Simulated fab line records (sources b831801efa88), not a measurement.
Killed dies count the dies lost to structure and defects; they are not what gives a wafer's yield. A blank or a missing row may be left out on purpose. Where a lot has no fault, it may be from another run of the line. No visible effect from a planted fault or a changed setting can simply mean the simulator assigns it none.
Which tool is to blame? | flow gf180mcu | Sampling: 7 lots, 21 wafers, 2 of 602 route steps

## WHAT THE GAUGES SHOWED, per wafer
GF_HV_LDD_RS_MEAS_53: uses a four-point probe to measure.
lot  | measured     | on           | HV_LDD_RS (ohm/sq)
L664 | day 12 14:47 | filmMetro-04 | 419.2 419.9 419.5
L667 | day 13 21:59 | filmMetro-04 | 418.4 418.0 419.4
L669 | day 14 10:32 | filmMetro-03 | 418.3 416.0 418.2
L671 | day 15 04:07 | filmMetro-04 | 420.3 418.8 419.6
L676 | day 16 22:19 | filmMetro-03 | - - -
L682 | day 18 18:34 | filmMetro-01 | 417.7 419.1 417.9
L686 | day 20 03:05 | filmMetro-03 | 418.4 417.9 417.5

## TOOL THAT RAN EACH LOT (tool first, then ch and the chambers of the sampled wafers, then the start)
lot  | GF_HV_LDD_IMPLANT_35
L664 | implanter-03 ch 0, day 11 18:46
L667 | implanter-03 ch 0, day 13 01:31
L669 | implanter-04 ch 0, day 13 13:11
L671 | implanter-04 ch 0, day 14 06:14
L676 | implanter-03 ch 0, day 15 23:07
L682 | implanter-04 ch 0, day 17 17:53
L686 | implanter-04 ch 0, day 19 02:13
- GF_HV_LDD_IMPLANT_35

## THE ANSWER, worked out from the rows above alone
Rule: what is usual is taken from the lots themselves. The widest of any qualifying gaps counts: lots, ordered by their means at a reading, are off when they make up no more than a third of the lots, leave a main group of 4 or more, and stand apart from it by 3 or more times the standard deviation of that group's means. If all means in a main group match to the digits the tables above print for the reading, that group is not used. Also off: a lot with no number at a reading for which 4 or more lots have one. The other lots that the step has rows for count as sound.
Off: L676, at GF_HV_LDD_RS_MEAS_53 (HV_LDD_RS). Without a number there: L676. Main group: mean 418.6 ohm/sq, sd 0.77.
A tool fits if, at a process step before that reading, it ran every lot that is off, and no sound lot after the first of them. Those tools and the gauges at GF_HV_LDD_RS_MEAS_53 are tried in the same way. One fits: GF_HV_LDD_IMPLANT_35 on implanter-03. A fault onset in the window from L667 (day 13 01:31, its last sound lot) to L676 (day 15 23:07, its first lot off) fits.

## WHAT WAS PUT IN BY THE SIMULATOR
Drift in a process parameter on implanter-03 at GF_HV_LDD_IMPLANT_35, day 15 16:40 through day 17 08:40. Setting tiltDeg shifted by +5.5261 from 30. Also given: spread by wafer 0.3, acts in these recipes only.
Lots struck among those shown: L676. This agrees with what the rule above found.
